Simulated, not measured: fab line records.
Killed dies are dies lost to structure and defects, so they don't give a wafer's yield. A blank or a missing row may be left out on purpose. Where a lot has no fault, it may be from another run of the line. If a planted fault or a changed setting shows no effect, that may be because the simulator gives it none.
fab line records	flow gf180mcu
record: lots: 24	wafers: 72	lastDay: 34
route steps=602 shown POLY_GATE@169 SALICIDE@286 CONTACT@288 V1@360 V4@490 V5@562
lots with no fault: from the same line, run without faults
startH: the number of hours between the record's first day and the start of the first shown wafer of the lot	waitH: hours from the lot's prior step to this one	" same as the row above	L1.1+2: a single row standing in for several wafers	- no value, or no start was given	* or withheld: withheld	< > ~ a bound
route shown NAME@n: NAME is a module with steps in the file, n the number in the route of the first one	usual: mean and standard deviation over wafers with no fault	same: alike in all rows	chamber/n: place in a boat	sites: per-site readings	_std_site: how widely they spread, as a standard deviation	_edge_site: inner sites' mean taken away from outer sites' mean	radiusMm: how far each site lies from the wafer's centre	mask NAME#n: copy n	behind: tool/chamber where the wafer was last shaped	hold: the reason the lot was held/the length of the hold in hours/how it ended	device: the n, p or np transistor that did not switch	end of line: tests of these same wafers at the route's end	for a step that has no rows: nothing shown but its recipe	killed: the dies lost at the first sort to structure and to defects; this is not the yield of the wafer	map: a wafer's dies, x killed, . not, _ none there
set.NAME: the run value of the setting; set.NAME@STEP: its run value at that earlier step	model.NAME: the simulator's own value behind a step, which no gauge read
one table for each step of the route and one row for each wafer, over a sample of lots
services: a tool's chamber out of use, with start hour (startH, from the record's first day; less than 0 if before it), hours out, and reason
== steps ==
step: GF_POLY_GATE_ETCH_12
recipe: chemistry: N2/H2	targetDepthA: withheld	overetchA: withheld	timeS: withheld	target: BARC	ionEnergyEv: 200	sourceW: 500	biasW: 100	pressureMtorr: 30	n2FlowSccm: 100	h2FlowSccm: 200
usual: drypumpMotorCurrentA: 5.6/0.35	n2FlowSccm: 99.99/0.29	oesProductAu: 0.736/0.0048	throttleValvePct: 13.214/0.0089
lot.wafer	tool	chamber	startH	waitH	drypumpMotorCurrentA	n2FlowSccm	oesProductAu	throttleValvePct
L074.3	rieDiel-04	1	200.49	0.0	5.5	99.90	0.742	13.221
L074.4	"	2	"	"	5.5	100.03	0.736	13.202
L074.5	"	3	"	"	5.8	100.27	0.733	13.208
L075.2	rieDiel-04	0	209.41	0.0	6.1	99.32	0.741	13.226
L075.4	"	3	"	"	5.8	99.67	0.740	13.206
L075.6	"	2	"	"	5.5	99.68	0.738	13.217
L077.1	rieDiel-04	2	221.79	0.0	5.5	99.75	0.742	13.208
L077.3	"	3	"	"	5.8	99.62	0.733	13.219
L077.5	"	2	"	"	5.5	100.10	0.734	13.210
L076.1	rieDiel-03	1	221.91	0.0	6.1	100.12	0.736	13.211
L076.2	"	0	"	"	6.0	100.44	0.728	13.216
L076.4	"	3	"	"	5.0	100.17	0.734	13.216
L078.2	rieDiel-04	1	231.64	0.0	5.5	99.94	0.737	13.202
L078.3	"	3	"	"	5.8	100.22	0.743	13.219
L078.5	"	2	"	"	5.5	100.63	0.734	13.208
L079.1	rieDiel-01	2	242.31	0.0	5.7	99.67	0.739	13.225
L079.4	"	1	"	"	5.8	100.34	0.738	13.215
L079.6	"	2	"	"	5.7	99.66	0.733	13.214
L080.1	rieDiel-03	3	242.54	0.0	5.0	100.39	0.728	13.214
L080.2	"	1	"	"	6.1	100.29	0.738	13.227
L080.4	"	0	"	"	6.0	100.23	0.730	13.215
L081.2	rieDiel-03	3	251.36	0.0	5.0	99.86	0.739	13.232
L081.3	"	0	"	"	6.0	100.41	0.740	13.222
L081.4	"	1	"	"	6.1	100.29	0.734	13.201
L082.1	rieDiel-03	2	263.24	0.0	5.8	100.20	0.731	13.219
L082.4	"	0	"	"	6.0	99.57	0.736	13.224
L082.6	"	0	"	"	6.0	99.50	0.732	13.206
L083.3	rieDiel-01	3	268.54	0.0	5.0	100.32	0.728	13.219
L083.4	"	2	"	"	5.6	100.43	0.729	13.215
L083.6	"	2	"	"	5.6	100.27	0.737	13.201
L084.1	rieDiel-04	1	268.75	0.0	5.5	99.58	0.735	13.220
L084.5	"	2	"	"	5.5	99.57	0.732	13.213
L084.6	"	1	"	"	5.6	100.18	0.733	13.208
L085.1	rieDiel-01	3	279.11	0.0	5.0	100.00	0.732	13.216
L085.2	"	0	"	"	5.2	99.90	0.734	13.228
L085.4	"	2	"	"	5.7	99.90	0.735	13.214
L086.2	rieDiel-03	1	280.41	0.0	6.1	99.97	0.742	13.215
L086.3	"	2	"	"	5.9	100.16	0.741	13.206
L086.4	"	0	"	"	6.0	100.05	0.744	13.221
L087.1	rieDiel-01	2	295.11	0.0	5.7	99.46	0.732	13.203
L087.2	"	1	"	"	5.8	100.10	0.729	13.209
L087.5	"	1	"	"	5.7	99.90	0.735	13.219
L088.1	rieDiel-04	3	295.46	0.0	5.8	99.72	0.734	13.210
L088.2	"	2	"	"	5.5	100.00	0.745	13.209
L088.5	"	3	"	"	5.8	100.09	0.736	13.227
L089.3	rieDiel-01	1	310.99	0.0	5.8	99.89	0.737	13.212
L089.4	"	0	"	"	5.2	100.45	0.741	13.228
L089.6	"	2	"	"	5.7	100.07	0.745	13.228
L090.4	rieDiel-04	3	311.04	0.0	5.8	99.71	0.746	13.209
L090.5	"	3	"	"	5.8	99.23	0.732	13.202
L090.6	"	0	"	"	6.1	99.92	0.737	13.196
L091.2	rieDiel-04	2	316.54	0.0	5.5	100.20	0.739	13.215
L091.4	"	0	"	"	6.1	99.90	0.742	13.224
L091.5	"	3	"	"	5.8	99.72	0.746	13.215
L092.3	rieDiel-03	1	325.86	0.0	6.1	100.10	0.740	13.218
L092.4	"	2	"	"	5.9	99.78	0.736	13.205
L092.5	"	2	"	"	5.9	100.19	0.739	13.218
L094.2	rieDiel-01	0	331.99	0.0	5.2	100.06	0.746	13.196
L094.3	"	2	"	"	5.7	99.64	0.735	13.205
L094.5	"	1	"	"	5.8	99.40	0.732	13.209
L093.3	rieDiel-03	3	332.74	0.0	5.0	100.16	0.736	13.215
L093.5	"	2	"	"	5.8	99.69	0.738	13.205
L093.6	"	3	"	"	5.0	99.67	0.732	13.226
L095.1	rieDiel-04	3	342.84	0.0	5.8	100.14	0.735	13.223
L095.2	"	0	"	"	6.1	100.34	0.734	13.220
L095.3	"	2	"	"	5.5	99.62	0.729	13.232
L096.2	rieDiel-04	3	352.34	0.0	5.8	100.00	0.729	13.211
L096.5	"	3	"	"	5.8	99.93	0.735	13.207
L096.6	"	2	"	"	5.5	100.25	0.737	13.207
L097.2	rieDiel-01	3	353.06	0.0	5.0	100.21	0.739	13.208
L097.4	"	1	"	"	5.8	99.45	0.733	13.213
L097.6	"	0	"	"	5.2	100.04	0.736	13.223
step: GF_SALICIDE_RTA_08
recipe: tempC: 800	timeS: 30	ambient: N2
usual: lampPowerPct: 16.8/1.2	wafer_temp_C_max: 803.5/1.6
lot.wafer	tool	chamber	startH	waitH	lampPowerPct	wafer_temp_C_max
L074.3	rtpAnneal-02	0	342.56	0.0	15.9	803.7
L074.4	"	0	"	"	15.9	804.6
L074.5	"	0	"	"	15.9	804.9
L075.2	rtpAnneal-01	0	356.82	0.0	18.4	801.8
L075.4	"	0	"	"	18.4	801.1
L075.6	"	0	"	"	18.4	801.4
L077.1	rtpAnneal-02	0	372.46	0.0	15.9	803.8
L077.3	"	0	"	"	15.9	803.5
L077.5	"	0	"	"	15.9	804.1
L076.1	rtpAnneal-02	0	372.76	0.0	15.9	804.9
L076.2	"	0	"	"	15.9	805.9
L076.4	"	0	"	"	15.9	805.3
L078.2	rtpAnneal-02	0	380.86	0.0	15.9	804.5
L078.3	"	0	"	"	15.9	804.3
L078.5	"	0	"	"	15.9	803.8
L079.1	rtpAnneal-01	0	394.20	0.0	18.4	802.2
L079.4	"	0	"	"	18.3	801.9
L079.6	"	0	"	"	18.4	801.9
L080.1	rtpAnneal-01	0	395.02	0.0	18.4	801.5
L080.2	"	0	"	"	18.4	803.2
L080.4	"	0	"	"	18.4	801.4
L081.2	rtpAnneal-02	0	408.52	0.0	15.9	804.1
L081.3	"	0	"	"	15.9	804.0
L081.4	"	0	"	"	15.9	803.7
L082.1	rtpAnneal-02	0	425.41	0.0	15.9	804.4
L082.4	"	0	"	"	15.9	805.7
L082.6	"	0	"	"	15.9	802.7
L084.1	rtpAnneal-02	0	426.50	0.0	15.9	805.1
L084.5	"	0	"	"	15.9	803.4
L084.6	"	0	"	"	15.9	803.7
L083.3	rtpAnneal-02	0	426.83	0.0	15.9	804.7
L083.4	"	0	"	"	15.9	806.1
L083.6	"	0	"	"	15.9	804.3
L085.1	rtpAnneal-02	0	441.60	0.0	15.9	805.8
L085.2	"	0	"	"	15.9	803.2
L085.4	"	0	"	"	15.9	804.2
L086.2	rtpAnneal-02	0	442.99	0.0	15.9	804.8
L086.3	"	0	"	"	15.9	807.0
L086.4	"	0	"	"	15.9	802.6
L087.1	rtpAnneal-02	0	465.79	0.0	15.9	806.4
L087.2	"	0	"	"	15.9	804.0
L087.5	"	0	"	"	15.9	804.8
L088.1	rtpAnneal-02	0	466.22	0.0	15.9	803.3
L088.2	"	0	"	"	15.9	804.0
L088.5	"	0	"	"	15.9	804.5
L089.3	rtpAnneal-01	0	479.09	0.0	18.3	802.8
L089.4	"	0	"	"	18.3	800.8
L089.6	"	0	"	"	18.4	802.3
L090.4	rtpAnneal-01	0	480.60	0.1	18.4	801.6
L090.5	"	0	"	"	18.4	801.7
L090.6	"	0	"	"	18.4	801.9
L091.2	rtpAnneal-02	0	484.92	0.0	15.9	805.4
L091.4	"	0	"	"	15.9	806.8
L091.5	"	0	"	"	15.9	804.6
L092.3	rtpAnneal-02	0	493.77	0.1	15.9	803.8
L092.4	"	0	"	"	15.9	805.0
L092.5	"	0	"	"	15.9	804.9
L094.2	rtpAnneal-02	0	505.41	0.0	15.9	804.3
L094.3	"	0	"	"	15.9	804.1
L094.5	"	0	"	"	15.9	804.6
L093.3	rtpAnneal-01	0	508.09	0.0	18.3	802.6
L093.5	"	0	"	"	18.4	801.8
L093.6	"	0	"	"	18.4	801.4
L095.1	rtpAnneal-01	0	512.56	0.0	18.4	801.6
L095.2	"	0	"	"	18.4	801.1
L095.3	"	0	"	"	18.4	801.4
L096.2	rtpAnneal-01	0	523.25	0.0	18.4	802.0
L096.5	"	0	"	"	18.4	801.9
L096.6	"	0	"	"	18.4	802.2
L097.2	rtpAnneal-01	0	523.87	0.0	18.4	802.0
L097.4	"	0	"	"	18.4	801.5
L097.6	"	0	"	"	18.4	802.1
step: GF_CONTACT_THK_MEAS_01
recipe: reads: SiO2_of_CONTACT_CVD_00
usual: CONTACT_CVD_00_THK: 303/3.1
lot.wafer	tool	chamber	startH	waitH	CONTACT_CVD_00_THK[nm]
L074.3	filmMetro-04	-	342.70	0.0	300
L074.4	"	-	"	"	301
L074.5	"	-	"	"	297
L075.2	filmMetro-04	-	356.95	0.0	303
L075.4	"	-	"	"	302
L075.6	"	-	"	"	302
L077.1	filmMetro-01	-	372.61	0.0	306
L077.3	"	-	"	"	302
L077.5	"	-	"	"	297
L076.1	filmMetro-01	-	372.91	0.0	298
L076.2	"	-	"	"	306
L076.4	"	-	"	"	302
L078.2	filmMetro-01	-	381.00	0.0	303
L078.3	"	-	"	"	298
L078.5	"	-	"	"	299
L079.1	filmMetro-01	-	394.34	0.0	302
L079.4	"	-	"	"	303
L079.6	"	-	"	"	300
L080.1	filmMetro-01	-	395.17	0.0	300
L080.2	"	-	"	"	305
L080.4	"	-	"	"	305
L081.2	filmMetro-03	-	408.66	0.0	307
L081.3	"	-	"	"	300
L081.4	"	-	"	"	301
L082.1	filmMetro-04	-	425.57	0.0	301
L082.4	"	-	"	"	300
L082.6	"	-	"	"	298
L084.1	filmMetro-03	-	426.64	0.0	302
L084.5	"	-	"	"	304
L084.6	"	-	"	"	299
L083.3	filmMetro-03	-	426.96	0.0	305
L083.4	"	-	"	"	304
L083.6	"	-	"	"	304
L085.1	filmMetro-04	-	441.75	0.0	309
L085.2	"	-	"	"	304
L085.4	"	-	"	"	307
L086.2	filmMetro-01	-	443.13	0.0	302
L086.3	"	-	"	"	303
L086.4	"	-	"	"	301
L087.1	filmMetro-03	-	465.94	0.0	305
L087.2	"	-	"	"	305
L087.5	"	-	"	"	302
L088.1	filmMetro-04	-	466.36	0.0	308
L088.2	"	-	"	"	303
L088.5	"	-	"	"	309
L089.3	filmMetro-01	-	479.22	0.0	300
L089.4	"	-	"	"	298
L089.6	"	-	"	"	301
L090.4	filmMetro-04	-	480.73	0.0	304
L090.5	"	-	"	"	306
L090.6	"	-	"	"	305
L091.2	filmMetro-04	-	485.06	0.0	306
L091.4	"	-	"	"	306
L091.5	"	-	"	"	306
L092.3	filmMetro-04	-	493.96	0.0	303
L092.4	"	-	"	"	299
L092.5	"	-	"	"	297
L094.2	filmMetro-03	-	505.55	0.0	303
L094.3	"	-	"	"	302
L094.5	"	-	"	"	303
L093.3	filmMetro-04	-	508.23	0.0	303
L093.5	"	-	"	"	305
L093.6	"	-	"	"	306
L095.1	filmMetro-01	-	512.71	0.0	305
L095.2	"	-	"	"	308
L095.3	"	-	"	"	305
L096.2	filmMetro-04	-	523.43	0.1	302
L096.5	"	-	"	"	303
L096.6	"	-	"	"	301
L097.2	filmMetro-03	-	524.00	0.0	306
L097.4	"	-	"	"	304
L097.6	"	-	"	"	299
step: GF_V1_THK_MEAS_25
recipe: thkMeasGauge: xrf	reads: W_of_V1_CVD_23
usual: V1_W_THK: 341/6.2
lot.wafer	tool	chamber	startH	waitH	V1_W_THK[nm]
L074.3	filmMetro-04	-	414.08	0.1	344
L074.4	"	-	"	"	347
L074.5	"	-	"	"	351
L075.2	filmMetro-04	-	430.56	0.1	338
L075.4	"	-	"	"	339
L075.6	"	-	"	"	337
L076.1	filmMetro-04	-	447.96	0.1	340
L076.2	"	-	"	"	342
L076.4	"	-	"	"	340
L077.1	filmMetro-03	-	448.12	0.1	340
L077.3	"	-	"	"	346
L077.5	"	-	"	"	350
L078.2	filmMetro-02	-	456.13	0.1	342
L078.3	"	-	"	"	339
L078.5	"	-	"	"	342
L079.1	filmMetro-03	-	470.31	0.1	327
L079.4	"	-	"	"	326
L079.6	"	-	"	"	324
L080.1	filmMetro-04	-	470.83	0.1	346
L080.2	"	-	"	"	351
L080.4	"	-	"	"	351
L081.2	filmMetro-02	-	484.99	0.1	336
L081.3	"	-	"	"	336
L081.4	"	-	"	"	335
L082.1	filmMetro-04	-	502.16	0.1	342
L082.4	"	-	"	"	355
L082.6	"	-	"	"	351
L084.1	filmMetro-02	-	503.38	0.1	345
L084.5	"	-	"	"	346
L084.6	"	-	"	"	337
L083.3	filmMetro-03	-	503.65	0.1	337
L083.4	"	-	"	"	334
L083.6	"	-	"	"	334
L085.1	filmMetro-04	-	518.27	0.1	342
L085.2	"	-	"	"	342
L085.4	"	-	"	"	338
L086.2	filmMetro-02	-	519.49	0.1	333
L086.3	"	-	"	"	338
L086.4	"	-	"	"	338
L087.1	filmMetro-03	-	539.73	0.1	352
L087.2	"	-	"	"	335
L087.5	"	-	"	"	341
L088.1	filmMetro-02	-	541.44	0.1	335
L088.2	"	-	"	"	332
L088.5	"	-	"	"	334
L089.3	filmMetro-03	-	553.52	0.1	351
L089.4	"	-	"	"	341
L089.6	"	-	"	"	351
L090.4	filmMetro-03	-	554.61	0.1	343
L090.5	"	-	"	"	334
L090.6	"	-	"	"	348
L091.2	filmMetro-04	-	558.21	0.1	343
L091.4	"	-	"	"	348
L091.5	"	-	"	"	339
L092.3	filmMetro-04	-	566.25	0.1	341
L092.4	"	-	"	"	340
L092.5	"	-	"	"	339
L094.2	filmMetro-03	-	576.45	0.1	345
L094.3	"	-	"	"	343
L094.5	"	-	"	"	340
L093.3	filmMetro-04	-	580.82	0.1	342
L093.5	"	-	"	"	336
L093.6	"	-	"	"	337
L095.1	filmMetro-03	-	582.99	0.1	343
L095.2	"	-	"	"	349
L095.3	"	-	"	"	349
L096.2	filmMetro-04	-	592.77	0.1	341
L096.5	"	-	"	"	342
L096.6	"	-	"	"	338
L097.2	filmMetro-03	-	595.86	0.1	344
L097.4	"	-	"	"	342
L097.6	"	-	"	"	343
step: GF_V4_CD_MEAS_14
recipe: targetCdNm: 260
usual: cdNm: 260.4/1.1
lot.wafer	tool	chamber	startH	waitH	cdNm
L074.3	cdSem-02	-	562.09	0.1	260.3
L074.4	"	-	"	"	260.2
L074.5	"	-	"	"	260.3
L075.2	cdSem-01	-	579.56	0.1	258.4
L075.4	"	-	"	"	259.2
L075.6	"	-	"	"	259.8
L077.1	cdSem-02	-	591.43	0.1	261.4
L077.3	"	-	"	"	259.0
L077.5	"	-	"	"	260.4
L076.1	cdSem-02	-	594.33	0.1	258.3
L076.2	"	-	"	"	259.7
L076.4	"	-	"	"	259.8
L078.2	cdSem-01	-	601.21	0.1	261.4
L078.3	"	-	"	"	262.0
L078.5	"	-	"	"	262.3
L079.1	cdSem-02	-	612.38	0.1	260.5
L079.4	"	-	"	"	261.6
L079.6	"	-	"	"	259.2
L080.1	cdSem-02	-	613.00	0.1	259.6
L080.2	"	-	"	"	258.4
L080.4	"	-	"	"	260.8
L081.2	cdSem-01	-	625.36	0.1	263.5
L081.3	"	-	"	"	263.7
L081.4	"	-	"	"	261.5
L082.1	cdSem-02	-	639.65	0.1	259.7
L082.4	"	-	"	"	258.3
L082.6	"	-	"	"	258.9
L084.1	cdSem-01	-	639.79	0.1	260.2
L084.5	"	-	"	"	261.3
L084.6	"	-	"	"	261.0
L083.3	cdSem-02	-	642.34	0.1	260.0
L083.4	"	-	"	"	259.7
L083.6	"	-	"	"	260.4
L085.1	cdSem-01	-	650.80	0.1	260.2
L085.2	"	-	"	"	259.1
L085.4	"	-	"	"	258.1
L086.2	cdSem-01	-	653.40	0.1	261.0
L086.3	"	-	"	"	259.7
L086.4	"	-	"	"	260.4
L087.1	cdSem-02	-	670.54	0.1	259.9
L087.2	"	-	"	"	259.6
L087.5	"	-	"	"	259.9
L088.1	cdSem-01	-	671.68	0.1	260.4
L088.2	"	-	"	"	258.9
L088.5	"	-	"	"	261.1
L089.3	cdSem-02	-	682.52	0.1	260.4
L089.4	"	-	"	"	260.4
L089.6	"	-	"	"	260.1
L090.4	cdSem-02	-	685.69	0.1	260.9
L090.5	"	-	"	"	260.4
L090.6	"	-	"	"	262.4
L091.2	cdSem-01	-	688.27	0.1	260.3
L091.4	"	-	"	"	260.3
L091.5	"	-	"	"	260.4
L092.3	cdSem-01	-	693.88	0.1	260.0
L092.4	"	-	"	"	259.8
L092.5	"	-	"	"	260.0
L094.2	cdSem-01	-	702.65	0.1	259.5
L094.3	"	-	"	"	259.9
L094.5	"	-	"	"	260.0
L093.3	cdSem-02	-	707.42	0.1	261.5
L093.5	"	-	"	"	260.3
L093.6	"	-	"	"	261.0
L095.1	cdSem-01	-	709.05	0.1	261.6
L095.2	"	-	"	"	260.5
L095.3	"	-	"	"	261.9
L096.2	cdSem-01	-	717.11	0.1	258.7
L096.5	"	-	"	"	258.6
L096.6	"	-	"	"	260.5
L097.2	cdSem-01	-	719.02	0.1	261.5
L097.4	"	-	"	"	261.0
L097.6	"	-	"	"	260.8
step: GF_V5_SPUTTER_22
recipe: material: TiN	targetThkNm: 10	chamberPressurePa: 5	powerW: 4000	timeS: 40
usual: chamberPressurePa: 5.001/0.0097	throttleValvePct: 29.9/1.1
lot.wafer	tool	chamber	startH	waitH	chamberPressurePa	throttleValvePct
L074.3	pvdSputter-04	-	629.08	0.0	4.992	30.0
L074.4	"	-	"	"	5.004	27.8
L074.5	"	-	"	"	4.996	30.4
L075.2	pvdSputter-02	-	645.35	0.0	4.978	29.9
L075.4	"	-	"	"	4.997	30.8
L075.6	"	-	"	"	4.993	30.7
L077.1	pvdSputter-03	-	657.31	0.0	4.998	30.8
L077.3	"	-	"	"	4.993	30.1
L077.5	"	-	"	"	5.010	30.0
L076.1	pvdSputter-04	-	657.68	0.0	4.998	27.7
L076.2	"	-	"	"	4.996	30.6
L076.4	"	-	"	"	5.018	31.7
L078.2	pvdSputter-02	-	665.62	0.0	4.995	30.7
L078.3	"	-	"	"	5.001	29.1
L078.5	"	-	"	"	4.981	29.5
L079.1	pvdSputter-03	-	676.19	0.0	4.996	28.9
L079.4	"	-	"	"	5.015	30.9
L079.6	"	-	"	"	5.000	29.9
L080.1	pvdSputter-02	-	676.83	0.0	4.990	29.1
L080.2	"	-	"	"	4.993	29.6
L080.4	"	-	"	"	4.984	30.2
L081.2	pvdSputter-04	-	688.91	0.0	5.016	28.8
L081.3	"	-	"	"	4.995	30.2
L081.4	"	-	"	"	4.996	27.7
L082.1	pvdSputter-03	-	701.16	0.0	4.981	31.2
L082.4	"	-	"	"	5.004	30.8
L082.6	"	-	"	"	4.993	30.9
L084.1	pvdSputter-02	-	702.55	0.0	5.010	29.3
L084.5	"	-	"	"	5.004	29.4
L084.6	"	-	"	"	4.998	30.9
L083.3	pvdSputter-03	-	705.05	0.0	5.002	30.5
L083.4	"	-	"	"	4.992	31.0
L083.6	"	-	"	"	4.994	30.7
L085.1	pvdSputter-03	-	712.13	0.0	5.017	28.8
L085.2	"	-	"	"	4.993	31.0
L085.4	"	-	"	"	5.000	30.8
L086.2	pvdSputter-02	-	714.86	0.0	4.997	30.5
L086.3	"	-	"	"	4.990	30.5
L086.4	"	-	"	"	5.011	29.2
L087.1	pvdSputter-04	-	731.78	0.0	5.003	27.4
L087.2	"	-	"	"	5.001	31.7
L087.5	"	-	"	"	4.995	27.6
L088.1	pvdSputter-02	-	731.86	0.0	5.003	31.0
L088.2	"	-	"	"	5.014	29.3
L088.5	"	-	"	"	5.016	30.2
L089.3	pvdSputter-04	-	741.82	0.0	4.992	27.8
L089.4	"	-	"	"	5.028	31.6
L089.6	"	-	"	"	5.003	31.7
L090.4	pvdSputter-02	-	745.35	0.0	4.996	30.5
L090.5	"	-	"	"	5.006	29.7
L090.6	"	-	"	"	5.017	30.3
L091.2	pvdSputter-03	-	746.56	0.0	5.003	30.6
L091.4	"	-	"	"	4.996	29.7
L091.5	"	-	"	"	5.012	31.0
L092.3	pvdSputter-03	-	752.46	0.0	4.993	29.6
L092.4	"	-	"	"	5.017	30.9
L092.5	"	-	"	"	4.998	30.0
L094.2	pvdSputter-02	-	758.89	0.0	5.003	29.2
L094.3	"	-	"	"	4.998	29.8
L094.5	"	-	"	"	5.002	29.7
L093.3	pvdSputter-03	-	763.49	0.0	5.002	29.9
L093.5	"	-	"	"	5.002	31.0
L093.6	"	-	"	"	5.013	28.5
L095.1	pvdSputter-04	-	766.75	0.0	5.006	28.8
L095.2	"	-	"	"	5.022	28.0
L095.3	"	-	"	"	5.000	30.1
L096.2	pvdSputter-04	-	774.39	0.0	4.993	31.9
L096.5	"	-	"	"	4.983	31.6
L096.6	"	-	"	"	5.002	27.7
L097.2	pvdSputter-02	-	774.66	0.0	5.002	29.6
L097.4	"	-	"	"	5.000	30.3
L097.6	"	-	"	"	4.981	30.8
== services ==
tool	chamber	startH	hours	kind
pvdSputter-02	-	194.20	4.2	repair
pvdSputter-03	-	200.55	1.8	repair
rieDiel-01	3	210.11	8.3	repair
rieDiel-03	-	217.25	0.6	repair
pvdSputter-03	-	230.90	1.5	repair
rtpAnneal-02	-	266.85	1.2	pm
pvdSputter-03	-	280.34	0.7	repair
rieDiel-04	-	303.22	1.0	repair
rieDiel-04	2	303.42	3.6	repair
rtpAnneal-02	-	308.67	3.4	pm
rtpAnneal-01	-	312.12	44.6	pm
rieDiel-04	1	338.67	20.4	repair
pvdSputter-02	-	346.35	9.2	repair
pvdSputter-03	-	401.13	2.6	repair
rieDiel-04	2	460.25	4.5	repair
rieDiel-04	1	568.96	25.9	repair
rieDiel-04	3	580.64	16.5	repair
pvdSputter-02	-	603.31	1.5	repair
pvdSputter-02	-	607.70	7.7	repair
pvdSputter-02	-	655.87	3.9	repair
rtpAnneal-01	-	656.98	4.7	pm
pvdSputter-03	-	697.94	0.7	repair
rieDiel-04	-	732.84	0.5	repair
rieDiel-04	3	755.82	4.7	repair
== key ==
fault none
